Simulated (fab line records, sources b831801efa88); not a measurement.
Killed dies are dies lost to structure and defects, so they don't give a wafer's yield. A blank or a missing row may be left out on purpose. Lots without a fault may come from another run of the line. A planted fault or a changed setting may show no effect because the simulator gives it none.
One fault seen from 2 desks | flow sky130 | each desk has only its own numbers; what lay behind them comes last

THE METROLOGY DESK
What the gauges read, lot by lot, whatever tool the lot ran on: means of the sampled wafers that have a number. A lot is out of limits, marked OUT, if its mean lies more than 4 standard deviations from the usual mean; the brackets give that distance.
Columns: A = VT_ADJUST_NCORE_OVL at SKY_VT_ADJUST_NCORE_OVL_MEAS_08, usual 1.5 nm; B = VIA1_W_THK at SKY_VIA1_THK_MEAS_23, usual 273 nm
lot  | first seen here | A                       | B
L276 | day 9 09:50     | 3.8                     | 272
L275 | day 9 10:59     | -0.3                    | 276
L277 | day 9 21:43     | 2.1                     | 277
L278 | day 10 00:26    | 1.0                     | 269
L279 | day 10 07:41    | 1.6                     | 276
L280 | day 10 16:13    | 0.8                     | 280
L281 | day 11 02:07    | 1.2                     | 266
L284 | day 11 20:40    | 0.6                     | 270
L289 | day 13 21:05    | 207.5 (+99 or more) OUT | 277
L290 | day 14 09:43    | 207.4 (+99 or more) OUT | 274
L293 | day 14 17:32    | -0.4                    | 271
This desk's finding: out of limits on L289, L290; first on L289, day 13 21:05 (VT_ADJUST_NCORE_OVL at SKY_VT_ADJUST_NCORE_OVL_MEAS_08). In limits: L276, L275, L277, L278, L279, L280, L281, L284, L293.

THE TOOL OWNER'S DESK: iline_stepper-01
The tool's own readings at SKY_VT_ADJUST_NCORE_EXPOSE_04 (exposes mask LVTN COMPLEMENT THIN, target cd 380 nm): means of the sampled wafers that have a number, for each lot that ran on this tool. A lot is out of limits, marked OUT, if its mean lies more than 4 standard deviations from the usual mean; the brackets give that distance.
Columns: A = reticle_temp_C at SKY_VT_ADJUST_NCORE_EXPOSE_04, usual 23.04 C
lot  | first seen here | A
L276 | day 8 22:53     | 22.96
L277 | day 9 10:52     | 23.13
L278 | day 9 12:44     | 23.07
L279 | day 9 20:35     | 23.03
L280 | day 10 05:08    | 23.11
L284 | day 11 08:30    | 22.97
L289 | day 13 09:11    | 23.05
L290 | day 13 20:26    | 22.84
This desk's finding: nothing out of limits on any of the 8 lots.

PUT TOGETHER
The metrology desk could have raised an alarm at day 13 21:05, on L289, L290.
The tool owner's desk saw nothing out of limits.
The tool owner's desk has L289, L290 on record, within its limits.
Of the lots named, all ran SKY_VT_ADJUST_NCORE_EXPOSE_04 on iline_stepper-01.

WHAT THE SIMULATOR HAD PUT IN
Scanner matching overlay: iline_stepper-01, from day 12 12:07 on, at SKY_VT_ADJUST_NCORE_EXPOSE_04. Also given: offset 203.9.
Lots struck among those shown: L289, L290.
Hours from the fault's start to each desk's first reading out of limits: the metrology desk, 33.
